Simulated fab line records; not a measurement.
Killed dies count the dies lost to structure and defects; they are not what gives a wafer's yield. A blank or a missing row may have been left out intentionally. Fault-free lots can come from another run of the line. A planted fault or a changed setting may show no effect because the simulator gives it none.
A lot that was struck, set against a sound lot | flow sky130 | 15 steps out of a route of 708
Sound: wafers L347.1, L347.5, L347.6. Wafers struck: L358.2, L358.3, L358.5. Last of all comes the cause.
For every step that has rows: the tool of each side, followed by ch and its chambers, followed by its first start. Under that, the readings that differ: sound wafers | struck wafers | difference of the means | sigmas: that difference in standard deviations of wafers without a fault.
alike: same words and numbers on both sides, and readings whose means sit less than 2 such deviations apart. not compared: any withheld reading, any reading some wafer has no value for, any bound like >300 that may hide the same value, and any number with overlapping values for which the record gives no deviation.
A row with sigmas, a row that says differs or no value, or rows on one side alone: a step with any of these is where the two part. Numbers that don't overlap but have no deviation are shown without sigmas and don't part them. Lack of a reading on every wafer of one side parts them only where that side has two or more wafers.

SKY_LOCAL_INTERCONNECT_THK_MEAS_02: measures by xrf.
  sound on filmMetro-04, day 30 06:26; struck on filmMetro-01, day 33 20:17
  alike: LOCAL_INTERCONNECT_TIN_THK
then, 8 steps without rows for these wafers: SKY_LOCAL_INTERCONNECT_DEHYDRATE_03 (time 60 s); SKY_LOCAL_INTERCONNECT_HMDS_04 (prime time 60 s); SKY_LOCAL_INTERCONNECT_COAT_05 (resist thk 60 nm); SKY_LOCAL_INTERCONNECT_COAT_06 (resist thk 450 nm); SKY_LOCAL_INTERCONNECT_SOFTBAKE_07 (time 90 s); SKY_LOCAL_INTERCONNECT_EXPOSE_08 (exposes mask LI1M, target cd 170 nm); SKY_LOCAL_INTERCONNECT_PEB_09; SKY_LOCAL_INTERCONNECT_DEVELOP_10 (develop time 60 s).
SKY_LOCAL_INTERCONNECT_CD_MEAS_11 targets a cd of 170 nm.
  sound on cdSem-01, day 31 10:40; struck on cdSem-02, day 34 23:08
  alike: cdNm
SKY_LOCAL_INTERCONNECT_OVL_MEAS_12:
  sound on overlay-02, day 31 10:47; struck on overlay-01, day 34 23:15
  alike: LOCAL_INTERCONNECT_OVL
SKY_LOCAL_INTERCONNECT_ETCH_13: etches BARC in N2/H2, stops on SiO2, time 45.9 s, target depth 60 nm.
  sound on rieMetal-02 ch 0,1, day 31 10:50; struck on rieMetal-02 ch 0,1, day 34 23:17
  alike: biasW, drypumpMotorCurrentA, h2FlowSccm, oesProductAu, throttleValvePct
  not compared: rfHoursCounterH
SKY_LOCAL_INTERCONNECT_METAL_ETCH_14: etches TiN in Cl2/BCl3, stops on PSG, target depth 110 nm, time 31.4 s.
  sound on rieMetal-02 ch 0,1, day 31 10:53; struck on rieMetal-02 ch 0,1, day 34 23:20
reading                                                  | sound             | struck            | difference | sigmas
biasW (W)                                                | 48.40 48.37 48.54 | 69.18 69.23 69.15 | +20.75     | +99 or more
model.KrF-thick_of_LOCAL_INTERCONNECT_COAT_06.thkNm (nm) | 347.7 348.8 348.6 | 339.4 340.3 344.2 | -7.1       | 
model.LOCAL_INTERCONNECT.featureDepthNm (nm)             | 101.7 99.43 101.3 | 103.8 103.7 104   | +3.0       | 
  alike: drypumpMotorCurrentA, oesProductAu, throttleValvePct
  not compared: rfHoursCounterH, model.PSG_of_LI_CONTACT_HDPCVD_00.thkNm
SKY_LOCAL_INTERCONNECT_STRIP_15: strips in O2/N2.
  sound on plasmaAsher-04 ch 0,1, day 31 10:56; struck on plasmaAsher-02 ch 0, day 34 23:23
reading                  | sound             | struck            | difference | sigmas
stripTimeToEndpointS (s) | 4.688 4.736 4.704 | 4.638 4.635 4.673 | -0.061     | -2
  alike: drypumpMotorCurrentA, oesProductAu
  not compared: rfHoursCounterH
next, for these wafers, 1 step has no rows: SKY_PAD_OPEN_PROBE_99.

== WHERE THEY PART ==
At SKY_LOCAL_INTERCONNECT_METAL_ETCH_14 first; at SKY_LOCAL_INTERCONNECT_STRIP_15 last (within this record only).

WHY: what the simulator had put in
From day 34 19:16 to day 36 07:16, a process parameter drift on rieMetal-02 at SKY_LOCAL_INTERCONNECT_METAL_ETCH_14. A move of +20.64 in setting biasW, from 48.5. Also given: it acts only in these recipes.
